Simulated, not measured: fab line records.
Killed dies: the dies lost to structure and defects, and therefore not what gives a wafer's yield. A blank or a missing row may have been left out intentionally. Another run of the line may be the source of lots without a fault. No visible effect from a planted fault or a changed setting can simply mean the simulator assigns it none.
Chamber matching | flow gf180mcu | 3 sister chambers for GF_PASSIVATION_CVD_00 on pecvd-02
The step deposits SiO2 from TEOS, target thk 1000 nm, time 111.95 s. 3 wafers are shown with their chamber, then 9 later ones without.

## EACH WAFER AND ITS CHAMBER
wafer  | chamber | heater-power-w (W)
L573.6 | 1       | 771
L577.3 | 2       | 568
L577.6 | 0       | 620

## WAFERS MISSING THEIR CHAMBER
wafer  | heater-power-w (W)
L584.2 | 643
L584.3 | 482
L584.6 | 662
L586.1 | 545
L586.5 | 579
L586.6 | 619
L587.1 | 742
L587.2 | 489
L587.4 | 628

## EACH ONE'S CHAMBER
wafer  | from the rows above          | in truth
L584.2 | can't be placed: 0 or 2      | 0
L584.3 | can't be placed: 2 or 0      | 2
L584.6 | can't be placed: 0 or 2 or 1 | 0
L586.1 | can't be placed: 2 or 0      | 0
L586.5 | can't be placed: 2 or 0      | 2
L586.6 | can't be placed: 0 or 2      | 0
L587.1 | 1                            | 1
L587.2 | can't be placed: 2 or 0      | 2
L587.4 | can't be placed: 0 or 2      | 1
1 of 9 placed correctly. Cannot be placed on the basis of these rows: 8; the candidates contain the true chamber in 7. Wrongly placed: 0.
How it was worked out, from the rows above alone: a wafer's distance from a chamber is the root of the sum, over the readings, of the square of ((its reading less the chamber's mean) divided by the reading's scatter). If the next closest chamber is less than 2 further off than the closest, the wafer can't be placed; otherwise it belongs to the closest. The mean given for a chamber averages the wafers shown for that chamber. The scatter: root of mean squared gap, hidden wafer to nearest shown wafer, with one shown wafer a chamber.
